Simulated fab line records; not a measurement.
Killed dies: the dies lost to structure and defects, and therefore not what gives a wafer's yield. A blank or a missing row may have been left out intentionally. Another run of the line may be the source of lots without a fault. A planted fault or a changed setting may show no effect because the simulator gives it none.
fab line records + flow sky130 + part 2 of 2: steps 29 to 41 of 41
record:
- lots: 5
- wafers: 15
- lastDay: 50
route steps=708 shown CAPM@547 METAL3@555 VIA3@573
lots that met no fault: taken from a fault-free run of the same line
startH: the number of hours between the record's first day and the start of the first shown wafer of the lot + waitH: hours since the lot's step before + " as in the row above + L1.1+2: one row covering several wafers at once + - no value, or no start was given + * or withheld: withheld + < > ~ a bound
route shown NAME@n: NAME is a module with steps in the file, n the number in the route of the first one + usual: mean and standard deviation over wafers with no fault + same: alike in all rows + chamber/n: place in a boat + sites: per-site readings + _std_site: the values' standard deviation + _edge_site: inner sites' mean taken away from outer sites' mean + radiusMm: how far each site lies from the wafer's centre + mask NAME#n: copy n + behind: tool/chamber where the wafer was last shaped + hold: what put the lot on hold/how long, in hours/how the hold closed + device: which transistor (n, p or np) failed to switch + end of line: the tests these same wafers got at the end of their route + a step given without rows: its recipe and nothing more + killed: dies that structure and defects cost at the first sort, which is not the same as the wafer's yield + map: a wafer's dies, marking killed ones x, the rest . and places with no die _
set.NAME: the setting as run; set.NAME@STEP: as run at that earlier step + model.NAME: the simulator's own value behind a step, which no gauge read
a table for each step, a row for each wafer; lots at some steps of the route
services: when a tool's chamber went out of use (startH, in hours from the record's first day, below 0 if earlier), for how many hours, and the reason
== steps ==
step: SKY_VIA3_CMP_02
recipe:
- material: SiO2
- downForcePsi: 4
- platenRpm: 60
- padVelocityMS: 0.94248
usual:
- edgeZonePressureFrac: 1.001/0.0046
- motorCurrentA: 12.2/0.85
| lot.wafer | tool   | chamber | startH  | waitH | edgeZonePressureFrac | motorCurrentA |
|-----------|--------|---------|---------|-------|----------------------|---------------|
| L076.2    | cmp-02 | 2       | 925.46  | 0.1   | 0.998                | 13.1          |
| L076.1    | "      | 0       | "       | "     | 1.000                | 11.9          |
| L076.6    | "      | 2       | "       | "     | 0.994                | 13.4          |
| L079.1    | cmp-02 | 2       | 946.68  | 0.1   | 1.001                | 13.3          |
| L079.2    | "      | 0       | "       | "     | 0.999                | 12.3          |
| L079.5    | "      | 2       | "       | "     | 1.001                | 13.2          |
| L080.1    | cmp-01 | 3       | 949.03  | 0.1   | 0.991                | 12.9          |
| L080.4    | "      | 1       | "       | "     | 0.987                | 12.3          |
| L080.2    | "      | 2       | "       | "     | 1.001                | 13.6          |
| L082.1    | cmp-01 | 2       | 960.01  | 0.1   | 0.987                | 12.3          |
| L082.3    | "      | 3       | "       | "     | 1.002                | 11.8          |
| L082.2    | "      | 0       | "       | "     | 1.001                | 12.0          |
| L095.4    | cmp-01 | 2       | 1047.18 | 0.0   | 1.008                | 13.0          |
| L095.2    | "      | 0       | "       | "     | 1.004                | 12.0          |
| L095.5    | "      | 3       | "       | "     | 1.008                | 11.9          |
step: SKY_VIA3_BOW_MEAS_03
recipe:
- mode: bow
usual:
- VIA3_BOW: 82/7.4
| lot.wafer | tool         | chamber | startH  | waitH | VIA3_BOW[um] |
|-----------|--------------|---------|---------|-------|--------------|
| L076.1    | filmMetro-04 | -       | 925.71  | 0.1   | 90           |
| L076.2    | "            | -       | "       | "     | 91           |
| L076.6    | "            | -       | "       | "     | 97           |
| L079.1    | filmMetro-04 | -       | 946.98  | 0.2   | 89           |
| L079.2    | "            | -       | "       | "     | 86           |
| L079.5    | "            | -       | "       | "     | 91           |
| L080.1    | filmMetro-04 | -       | 949.33  | 0.2   | 77           |
| L080.2    | "            | -       | "       | "     | 95           |
| L080.4    | "            | -       | "       | "     | 84           |
| L082.1    | filmMetro-04 | -       | 960.26  | 0.2   | 69           |
| L082.2    | "            | -       | "       | "     | 68           |
| L082.3    | "            | -       | "       | "     | 83           |
| L095.2    | filmMetro-03 | -       | 1047.50 | 0.2   | 97           |
| L095.4    | "            | -       | "       | "     | 66           |
| L095.5    | "            | -       | "       | "     | 82           |
step: SKY_VIA3_DEHYDRATE_04
recipe:
- tempC: 200
- timeS: 60
| lot.wafer  | tool          | chamber | startH  | waitH |
|------------|---------------|---------|---------|-------|
| L076.1+2+6 | lithoTrack-03 | 0       | 937.54  | 11.8  |
| L079.1+2+5 | lithoTrack-03 | 0       | 958.64  | 11.6  |
| L080.1+2+4 | lithoTrack-04 | 0       | 960.38  | 11.0  |
| L082.1+2+3 | lithoTrack-03 | 0       | 971.74  | 11.5  |
| L095.2+4+5 | lithoTrack-04 | 0       | 1057.35 | 9.8   |
step: SKY_VIA3_HMDS_05
recipe:
- primeTimeS: 60
- primeTempC: 120
| lot.wafer  | tool          | chamber | startH  | waitH |
|------------|---------------|---------|---------|-------|
| L076.1+2+6 | lithoTrack-03 | 0       | 937.69  | 0.1   |
| L079.1+2+5 | lithoTrack-03 | 0       | 958.79  | 0.1   |
| L080.1+2+4 | lithoTrack-04 | 0       | 960.53  | 0.1   |
| L082.1+2+3 | lithoTrack-03 | 0       | 971.89  | 0.1   |
| L095.2+4+5 | lithoTrack-04 | 0       | 1057.50 | 0.1   |
step: SKY_VIA3_COAT_06
recipe:
- resist: BARC
- tempC: withheld
- timeS: withheld
- spinRpm: 3000
- resistThkNm: 60
| lot.wafer  | tool          | chamber | startH  | waitH |
|------------|---------------|---------|---------|-------|
| L076.1+2+6 | lithoTrack-03 | 0       | 937.84  | 0.1   |
| L079.1+2+5 | lithoTrack-03 | 0       | 958.94  | 0.1   |
| L080.1+2+4 | lithoTrack-04 | 0       | 960.68  | 0.1   |
| L082.1+2+3 | lithoTrack-03 | 0       | 972.04  | 0.1   |
| L095.2+4+5 | lithoTrack-04 | 0       | 1057.65 | 0.1   |
step: SKY_VIA3_COAT_07
recipe:
- resist: KrF-thick
- spinRpm: 3000
- resistThkNm: 450
| lot.wafer  | tool          | chamber | startH | waitH |
|------------|---------------|---------|--------|-------|
| L076.1+2+6 | lithoTrack-03 | 0       | -      | -     |
| L079.1+2+5 | lithoTrack-03 | 0       | -      | -     |
| L080.1+2+4 | lithoTrack-04 | 0       | -      | -     |
| L082.1+2+3 | lithoTrack-03 | 0       | -      | -     |
| L095.2+4+5 | lithoTrack-04 | 0       | -      | -     |
step: SKY_VIA3_SOFTBAKE_08
recipe:
- tempC: 100
- timeS: 90
- resist: KrF-thick
| lot.wafer  | tool          | chamber | startH | waitH |
|------------|---------------|---------|--------|-------|
| L076.1+2+6 | lithoTrack-03 | 0       | -      | -     |
| L079.1+2+5 | lithoTrack-03 | 0       | -      | -     |
| L080.1+2+4 | lithoTrack-04 | 0       | -      | -     |
| L082.1+2+3 | lithoTrack-03 | 0       | -      | -     |
| L095.2+4+5 | lithoTrack-04 | 0       | -      | -     |
step: SKY_VIA3_EXPOSE_09
recipe:
- maskId: VIM3
- na: 0.8
- sourceShape: annular
- sigmaInner: 0.55
- sigmaOuter: 0.85
- targetCdNm: 200
- doseMj: 38
usual:
- focusOffsetNm: 0.0/0.54
| lot.wafer | tool          | chamber | startH | waitH | mask   | focusOffsetNm |
|-----------|---------------|---------|--------|-------|--------|---------------|
| L076.1    | krfScanner-02 | 0       | -      | -     | VIM3#0 | 0.9           |
| L076.2    | "             | 0       | "      | "     | VIM3#0 | 0.8           |
| L076.6    | "             | 0       | "      | "     | VIM3#0 | -0.1          |
| L079.1    | krfScanner-01 | 0       | -      | -     | VIM3#0 | 1.1           |
| L079.2    | "             | 0       | "      | "     | VIM3#0 | -0.8          |
| L079.5    | "             | 0       | "      | "     | VIM3#0 | 0.4           |
| L080.1    | krfScanner-01 | 0       | -      | -     | VIM3#0 | -0.4          |
| L080.2    | "             | 0       | "      | "     | VIM3#0 | -0.3          |
| L080.4    | "             | 0       | "      | "     | VIM3#0 | -0.2          |
| L082.1    | krfScanner-02 | 0       | -      | -     | VIM3#0 | -1.1          |
| L082.2    | "             | 0       | "      | "     | VIM3#0 | -0.3          |
| L082.3    | "             | 0       | "      | "     | VIM3#0 | -1.0          |
| L095.2    | krfScanner-01 | 0       | -      | -     | VIM3#0 | -0.4          |
| L095.4    | "             | 0       | "      | "     | VIM3#0 | -0.1          |
| L095.5    | "             | 0       | "      | "     | VIM3#0 | 0.1           |
step: SKY_VIA3_PEB_10
recipe:
- pebTempC: withheld
- pebTimeS: withheld
- resist: KrF-thick
| lot.wafer  | tool          | chamber | startH | waitH |
|------------|---------------|---------|--------|-------|
| L076.1+2+6 | lithoTrack-04 | 0       | -      | -     |
| L079.1+2+5 | lithoTrack-03 | 0       | -      | -     |
| L080.1+2+4 | lithoTrack-04 | 0       | -      | -     |
| L082.1+2+3 | lithoTrack-03 | 0       | -      | -     |
| L095.2+4+5 | lithoTrack-04 | 0       | -      | -     |
step: SKY_VIA3_DEVELOP_11
recipe:
- developTimeS: 60
- resist: KrF-thick
- devTempC: 21
same:
- developTimeS: 60
| lot.wafer  | tool          | chamber | startH | waitH |
|------------|---------------|---------|--------|-------|
| L076.1+2+6 | lithoTrack-04 | 0       | -      | -     |
| L079.1+2+5 | lithoTrack-03 | 0       | -      | -     |
| L080.1+2+4 | lithoTrack-04 | 0       | -      | -     |
| L082.1+2+3 | lithoTrack-03 | 0       | -      | -     |
| L095.2+4+5 | lithoTrack-04 | 0       | -      | -     |
step: SKY_VIA3_CD_MEAS_12
recipe:
- targetCdNm: 200
usual:
- cdNm: 199.9/1.7
| lot.wafer | tool     | chamber | startH  | waitH | cdNm  |
|-----------|----------|---------|---------|-------|-------|
| L076.1    | cdSem-01 | -       | 950.08  | -     | 200.9 |
| L076.2    | "        | -       | "       | "     | 200.3 |
| L076.6    | "        | -       | "       | "     | 199.4 |
| L079.1    | cdSem-02 | -       | 971.44  | -     | 200.0 |
| L079.2    | "        | -       | "       | "     | 199.8 |
| L079.5    | "        | -       | "       | "     | 199.4 |
| L080.1    | cdSem-02 | -       | 973.14  | -     | 199.3 |
| L080.2    | "        | -       | "       | "     | 199.5 |
| L080.4    | "        | -       | "       | "     | 199.0 |
| L082.1    | cdSem-02 | -       | 984.39  | -     | 200.4 |
| L082.2    | "        | -       | "       | "     | 201.4 |
| L082.3    | "        | -       | "       | "     | 201.1 |
| L095.2    | cdSem-02 | -       | 1069.45 | -     | 199.6 |
| L095.4    | "        | -       | "       | "     | 200.2 |
| L095.5    | "        | -       | "       | "     | 199.9 |
step: SKY_VIA3_OVL_MEAS_13
usual:
- VIA3_OVL: -4/6.3
| lot.wafer | tool       | chamber | startH  | waitH | VIA3_OVL[nm] |
|-----------|------------|---------|---------|-------|--------------|
| L076.1    | overlay-01 | -       | 950.20  | 0.1   | -2           |
| L076.2    | "          | -       | "       | "     | 1            |
| L076.6    | "          | -       | "       | "     | 1            |
| L079.1    | overlay-01 | -       | 971.56  | 0.1   | -9           |
| L079.2    | "          | -       | "       | "     | 0            |
| L079.5    | "          | -       | "       | "     | -8           |
| L080.1    | overlay-01 | -       | 973.26  | 0.1   | -13          |
| L080.2    | "          | -       | "       | "     | -3           |
| L080.4    | "          | -       | "       | "     | 0            |
| L082.1    | overlay-01 | -       | 984.51  | 0.1   | 2            |
| L082.2    | "          | -       | "       | "     | 6            |
| L082.3    | "          | -       | "       | "     | 2            |
| L095.2    | overlay-02 | -       | 1069.56 | 0.1   | -11          |
| L095.4    | "          | -       | "       | "     | -7           |
| L095.5    | "          | -       | "       | "     | -19          |
step: SKY_VIA3_ETCH_14
recipe:
- chemistry: N2/H2
- target: BARC
- ionEnergyEv: 200
- sourceW: 500
- biasW: 100
- pressureMtorr: 30
- n2FlowSccm: 100
- h2FlowSccm: 200
- stopOn: SiO2
- timeS: 45.9
- targetDepthA: 600
usual:
- drypumpMotorCurrentA: 5.6/0.52
- h2FlowSccm: 200.1/0.63
- oesProductAu: 0.855/0.0044
- rfFwdPowerW: 495.2/2.2
- throttleValvePct: 13.225/0.0095
| lot.wafer | tool       | chamber | startH  | waitH | drypumpMotorCurrentA | h2FlowSccm | oesProductAu | rfFwdPowerW | rfHoursCounterH | throttleValvePct |
|-----------|------------|---------|---------|-------|----------------------|------------|--------------|-------------|-----------------|------------------|
| L076.1    | rieDiel-04 | 0       | 950.23  | 0.0   | 5.9                  | 200.2      | 0.847        | 495.1       | 15              | 13.225           |
| L076.2    | "          | 1       | "       | "     | 6.3                  | 199.3      | 0.863        | 495.7       | 13              | 13.216           |
| L076.6    | "          | 2       | "       | "     | 5.4                  | 200.1      | 0.855        | 495.8       | -               | 13.234           |
| L079.1    | rieDiel-02 | 2       | 971.60  | 0.0   | 5.9                  | 199.2      | 0.855        | 493.9       | 6               | 13.240           |
| L079.2    | "          | 3       | "       | "     | 5.3                  | 200.1      | 0.852        | 493.9       | 12              | 13.226           |
| L079.5    | "          | 2       | "       | "     | 5.9                  | 199.6      | 0.850        | 495.3       | -               | 13.224           |
| L080.1    | rieDiel-04 | 3       | 973.30  | 0.0   | 5.8                  | 201.4      | 0.851        | 494.8       | 3               | 13.228           |
| L080.2    | "          | 1       | "       | "     | 6.3                  | 200.2      | 0.856        | 496.4       | 13              | 13.236           |
| L080.4    | "          | 0       | "       | "     | 6.0                  | 200.1      | 0.860        | 495.6       | 16              | 13.212           |
| L082.1    | rieDiel-04 | 2       | 984.55  | 0.0   | 5.5                  | 200.4      | 0.858        | 489.6       | 23              | 13.228           |
| L082.2    | "          | 3       | "       | "     | 5.8                  | 200.3      | 0.854        | 495.6       | 3               | 13.234           |
| L082.3    | "          | 0       | "       | "     | 5.9                  | 200.9      | 0.858        | 496.8       | 16              | 13.232           |
| L095.2    | rieDiel-04 | 2       | 1069.59 | 0.0   | 5.4                  | 200.5      | 0.849        | 490.6       | 27              | 13.226           |
| L095.4    | "          | 3       | "       | "     | 5.8                  | 199.1      | 0.849        | 495.8       | -               | 13.233           |
| L095.5    | "          | 2       | "       | "     | 5.4                  | 200.6      | 0.859        | 492.4       | -               | 13.215           |
== services ==
| tool           | chamber | startH  | hours | kind   |
|----------------|---------|---------|-------|--------|
| rieDiel-04     | 3       | 875.18  | 9.3   | repair |
| rieDiel-04     | -       | 880.17  | 2.8   | pm     |
| krfScanner-01  | -       | 884.32  | 1.0   | pm     |
| krfScanner-01  | -       | 885.67  | 0.4   | repair |
| rieDiel-04     | -       | 896.46  | 14.6  | pm     |
| krfScanner-01  | -       | 932.83  | 4.4   | pm     |
| wetBench-02    | -       | 933.72  | 79.0  | pm     |
| krfScanner-02  | -       | 975.75  | 0.2   | repair |
| rieDiel-04     | 1       | 977.93  | 28.4  | repair |
| krfScanner-02  | -       | 982.78  | 0.8   | pm     |
| krfScanner-02  | -       | 1003.58 | 1.3   | pm     |
| plasmaAsher-01 | -       | 1007.58 | 1.1   | repair |
| krfScanner-02  | -       | 1015.56 | 1.0   | pm     |
| krfScanner-02  | -       | 1016.81 | 0.4   | repair |
| rieMetal-03    | -       | 1021.09 | 1.5   | repair |
| krfScanner-02  | -       | 1021.70 | 4.8   | repair |
| krfScanner-01  | -       | 1026.53 | 1.3   | pm     |
| krfScanner-01  | -       | 1027.83 | 0.8   | pm     |
| krfScanner-02  | -       | 1050.26 | 0.8   | pm     |
| rieDiel-04     | 3       | 1052.17 | 9.8   | repair |
| krfScanner-01  | -       | 1053.32 | 1.0   | pm     |
| plasmaAsher-01 | -       | 1055.25 | 9.0   | pm     |
| wetBench-02    | -       | 1060.59 | 1.6   | repair |
| rieDiel-04     | 1       | 1069.35 | 3.1   | repair |
